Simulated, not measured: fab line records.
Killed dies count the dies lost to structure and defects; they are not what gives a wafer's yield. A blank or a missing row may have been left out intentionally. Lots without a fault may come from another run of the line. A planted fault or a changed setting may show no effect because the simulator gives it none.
Chamber matching + flow sky130 + SKY_CAPM_CVD_00 on pecvd-01: 3 sister chambers
The step deposits SiO2, target thk 15.5 nm. 6 wafers are shown with their chamber, then 7 later ones without.

== EACH WAFER AND ITS CHAMBER ==
| wafer  | chamber | heater-power-w (W) | susceptor-temp-C (C) |
|--------|---------|--------------------|----------------------|
| L083.2 | 1       | 854                | 400.11               |
| L084.1 | 2       | 666                | 399.91               |
| L084.4 | 0       | 822                | 399.95               |
| L084.6 | 2       | 650                | 400.11               |
| L086.4 | 0       | 943                | 400.11               |
| L086.5 | 1       | 873                | 400.10               |

== WAFERS MISSING THEIR CHAMBER ==
| wafer  | heater-power-w (W) | susceptor-temp-C (C) |
|--------|--------------------|----------------------|
| L086.6 | 778                | 400.11               |
| L091.1 | 715                | 400.01               |
| L091.2 | 785                | 399.90               |
| L091.4 | 795                | 400.01               |
| L093.2 | 768                | 400.32               |
| L093.3 | 748                | 400.03               |
| L093.5 | 780                | 399.95               |

== THE CHAMBER EACH PASSED THROUGH ==
| wafer  | from the rows above          | in truth |
|--------|------------------------------|----------|
| L086.6 | can't be placed: 1 or 0 or 2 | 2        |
| L091.1 | can't be placed: 2 or 1      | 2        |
| L091.2 | can't be placed: 0 or 1 or 2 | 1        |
| L091.4 | can't be placed: 1 or 0 or 2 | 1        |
| L093.2 | can't be placed: 1 or 0 or 2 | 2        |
| L093.3 | can't be placed: 2 or 1 or 0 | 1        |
| L093.5 | can't be placed: 0 or 1 or 2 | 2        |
Correctly placed: 0 of 7. These rows do not allow placing 7 (true chamber among the candidates in 7). 0 placed wrongly.
How it was worked out, from the rows above alone: a wafer's distance from a chamber is the root of the sum, over the readings, of the square of ((its reading less the chamber's mean) divided by the reading's scatter). If the next closest chamber is less than 2 further off than the closest, the wafer can't be placed; otherwise it belongs to the closest. A chamber's mean is the mean of its shown wafers. How the scatter is found: for the shown wafers, subtract from each reading the mean of its chamber, square and add these, divide the total by (wafers less chambers), then take the root.
